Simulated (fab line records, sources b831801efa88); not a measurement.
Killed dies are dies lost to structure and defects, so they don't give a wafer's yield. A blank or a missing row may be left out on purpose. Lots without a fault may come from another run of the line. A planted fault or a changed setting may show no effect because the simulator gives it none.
Problem report in the 8D (eight disciplines) form, filled by code | flow sky130 | the parts of the form that need people (team, actions taken, sign-off) are left out

1. THE PROBLEM
SD_N_RS at SKY_SD_N_RS_MEAS_16 reads a mean of 66.14 ohm/sq on 6 wafers of 2 lots; wafers without a fault read 68.54 ohm/sq with a standard deviation of 0.13. That is -19 standard deviations from the usual mean.
The step: measures by four-point-probe.
First seen on wafer L645.1, day 31 19:36, on film_metro-02. The record holds 33 wafers of 11 lots with a number at this step. Rule for "out", or "out of limits": more than 4 standard deviations from the usual mean. The other wafers with a number count as sound.

2. WHAT IT IS AND WHAT IT IS NOT
question                    | is                           | is not
which readings at this step | SD_N_RS                      | -
which lots                  | L645, L647                   | L637, L640, L643, L648, L654, L656, L657, L658, L659
which wafers of those lots  | all that have a number       | -
read on which gauges        | film_metro-01, film_metro-02 | film_metro-03
when                        | from day 31 19:36            | up to then (9 sound wafers); but 18 sound wafers of L648, L654, L656, L657, L658, L659 came after

3. SUSPECTS, AND WHAT RULES EACH OUT
Counting: a tool at a process step up to the reading stays a suspect if it ran every lot that is out and no sound lot after the first of them.
- the gauge at SKY_SD_N_RS_MEAS_16: ruled out. The wafers that are out were read on 2 gauges (film_metro-01, film_metro-02).
- rtp_anneal-01 at SKY_SD_N_RTA_14 (time 2 s): ruled out as a lasting fault. Sound lots L657, L659 ran on it after its first lot that is out, L645 (day 31 19:26).
Left after counting: nothing in the record.

4. THE CAUSE (what the simulator had put in)
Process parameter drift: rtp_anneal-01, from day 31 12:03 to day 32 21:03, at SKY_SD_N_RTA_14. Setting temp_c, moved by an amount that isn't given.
Counting ruled it out, wrongly: the rule takes a fault to strike every lot that its tool runs from its start on, and this one did not.

5. THE CHAIN OF EFFECTS, in route order
Each row: a reading whose mean over the struck wafers that have a number lies more than 3 standard deviations from the usual. Only readings for which the record gives a usual standard deviation are gone through. hours: the time from each lot's start at the first step in this table that gives one to its start at this step, as a median over the lots. sigmas: the change in usual standard deviations.
hours | step                | reading          | usual        | on struck wafers | change | sigmas
0     | SKY_SD_N_RTA_14     | lamp_power_pct   | 15.73 %      | 15.95            | +0.21  | +4.1
0     | SKY_SD_N_RTA_14     | wafer_temp_C_max | 1078.0       | 1091.3           | +13.3  | +12
0     | SKY_SD_N_RS_MEAS_16 | SD_N_RS          | 68.54 ohm/sq | 66.14            | -2.41  | -19
0     | SKY_SD_N_RS_MEAS_17 | SD_P_RS          | 147.0 ohm/sq | 135.5            | -11.5  | -29
The process steps in it:
- SKY_SD_N_RTA_14: time 2 s.

6. WHAT WOULD HAVE CAUGHT IT SOONER
In this record the first reading out of limits at a measuring or inspecting step was taken at day 31 19:36, 8 hours after the fault began at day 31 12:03.
The tool's own readings at SKY_SD_N_RTA_14 were out on every struck wafer that the step has a row for (wafer_temp_C_max): an alarm limit on them would have fired on the first of those.
